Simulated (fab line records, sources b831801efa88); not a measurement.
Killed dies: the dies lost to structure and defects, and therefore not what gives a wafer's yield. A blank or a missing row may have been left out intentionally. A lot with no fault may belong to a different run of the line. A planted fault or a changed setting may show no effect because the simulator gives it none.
A struck lot beside a sound one || flow sky130 || 22 steps out of a route of 708
Sound: wafers L297.2, L297.3, L297.5. Wafers L307.1, L307.2, L307.3 were the ones struck. At the end, the cause is stated.
Each step with rows lists, per side, the tool, then ch with its chambers, then its first start. Under that, the readings that differ: sound wafers || struck wafers || difference of the means || sigmas: that difference in standard deviations of wafers without a fault.
alike: readings whose means differ by less than 2 such deviations, and words and numbers that are the same on both sides. not compared: withheld readings, readings that some wafer has no value for, bounds like >300 that may hide the same value, and numbers for which the record gives no deviation and whose values overlap.
A row with sigmas, a row that says differs or no value, or rows on one side alone: a step with any of these is where the two part. Numbers that don't overlap but have no deviation are shown without sigmas and don't part them. A reading that every wafer of one side lacks parts them only if that side has two wafers or more.

first, 1 step without rows for these wafers: SKY_CAP2M_DEVELOP_11 (develop time 60 s).
SKY_CAP2M_OVL_MEAS_12:
  sound: overlay-01 at day 42 08:10; struck: overlay-01 at day 44 23:47
  alike: CAP2M_OVL
SKY_CAP2M_METAL_ETCH_13: etches TiN in Cl2/BCl3, stops on SiO2, target depth 220 nm, time 62.9 s.
  sound on rieMetal-04 ch 0,1, day 42 08:11; struck on rieMetal-02 ch 1, day 44 23:49
  alike: drypumpMotorCurrentA, oesProductAu, throttleValvePct
  not compared: rfHoursCounterH
SKY_CAP2M_STRIP_14: strips in O2/N2.
  sound on plasmaAsher-01 ch 0,1, day 42 08:18; struck on plasmaAsher-03 ch 0,1, day 44 23:59
  alike: drypumpMotorCurrentA, oesProductAu, stripTimeToEndpointS
  not compared: rfHoursCounterH
then, 8 steps without rows for these wafers: SKY_CAP2M_STRIP_15 (strips in post etch residue remover, time 1200 s); SKY_CAP2M_CLEAN_16 (cleans in IPA, time 180 s); SKY_CAP2M_CLEAN_17 (cleans in O3/DIW); SKY_METAL4_DEHYDRATE_05 (time 60 s); SKY_METAL4_HMDS_06 (prime time 60 s); SKY_METAL4_COAT_07 (resist thk 60 nm); SKY_METAL4_COAT_08 (resist thk 1140 nm); SKY_METAL4_SOFTBAKE_09 (time 90 s).
SKY_METAL4_EXPOSE_10: exposes mask MM4, target cd 300 nm.
  sound on krfScanner-02 ch 0, day 42 20:28; struck on krfScanner-02 ch 0, day 45 11:53
{"reading": "exposureDoseMJCm2", "sound": "27.94 27.96 27.94", "struck": "27.62 27.60 27.60", "difference": -0.34, "sigmas": -10}
  alike: mask
then, 2 steps without rows for these wafers: SKY_METAL4_PEB_11; SKY_METAL4_DEVELOP_12 (develop time 60 s).
SKY_METAL4_CD_MEAS_13 targets a cd of 300 nm.
  sound: cdSem-01 at day 43 08:08; struck: cdSem-02 at day 45 21:49
  alike: cdNm
SKY_METAL4_OVL_MEAS_14:
  sound: overlay-02 at day 43 08:14; struck: overlay-02 at day 45 21:56
  alike: METAL4_OVL
SKY_METAL4_DESCUM_15: chemistry O2, time 8 s.
  sound on rieMetal-01 ch 0,1, day 43 08:16; struck on rieMetal-01 ch 0,1, day 45 21:58
{"reading": "model.METAL4.cdNm (nm)", "sound": "298.9 298.6 298", "struck": "301.2 301.5 301.8", "difference": "+3.0", "sigmas": ""}
  alike: drypumpMotorCurrentA, oesProductAu
  not compared: rfHoursCounterH
SKY_METAL4_ETCH_16: etches BARC in N2/H2, stops on SiO2, time 88.2 s, target depth 60 nm.
  sound on rieMetal-01 ch 0,1, day 43 08:18; struck on rieMetal-01 ch 0,1, day 45 22:00
  alike: drypumpMotorCurrentA, oesProductAu, throttleValvePct
  not compared: rfHoursCounterH
SKY_METAL4_ETCH_17: etches SiO2 in C4F8/O2/Ar, stops on TiN, time 3.9 s, target depth 15 nm.
  sound on rieDiel-02 ch 1,3, day 43 08:23; struck on rieDiel-02 ch 0,1,3, day 45 22:06
  alike: oesProductAu
  not compared: rfHoursCounterH, model.METAL4.cdNm
SKY_METAL4_METAL_ETCH_18: etches the open film in Cl2/BCl3, stops on SiO2, target depth 845 nm, time 183.1 s.
  sound on rieMetal-04 ch 1, day 43 08:25; struck on rieMetal-03 ch 1, day 45 22:07
{"reading": "throttleValvePct (%)", "sound": "22.257 22.259 22.249", "struck": "22.265 22.280 22.282", "difference": "+0.021", "sigmas": "+2"}
  alike: drypumpMotorCurrentA, oesProductAu
  not compared: rfHoursCounterH
-- the record jumps here: 4 days lie between the struck wafers' starts before and after (it left off in module METAL4 and takes up again in module PAD_OPEN, whose first step shown is number 708 of the route) --
SKY_PAD_OPEN_PROBE_99:
  sound: prober-01 at day 47 05:55; struck: prober-01 at day 49 10:55
  alike: defectLimitedYield, killed_at_M0_to_M3, killed_at_M4_up, killedAtContacts, killedAtFrontEnd, killedAtOther, killedDies, killedOnRim, killedOpen, killedShort, sort_bin_3_pad_short, sort_bin_5_function, sort_bin_6_memory, sortNPass, sortYieldPct

## WHERE THEY PART
Last at SKY_METAL4_METAL_ETCH_18 as far as this record goes, first at SKY_METAL4_EXPOSE_10. Later steps at which nothing parts them and some readings are alike: SKY_PAD_OPEN_PROBE_99.

WHY: whatever the simulator had introduced
Drift in process parameters on krfScanner-02 at SKY_METAL4_EXPOSE_10, starting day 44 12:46. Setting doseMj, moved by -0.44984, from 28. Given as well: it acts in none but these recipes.
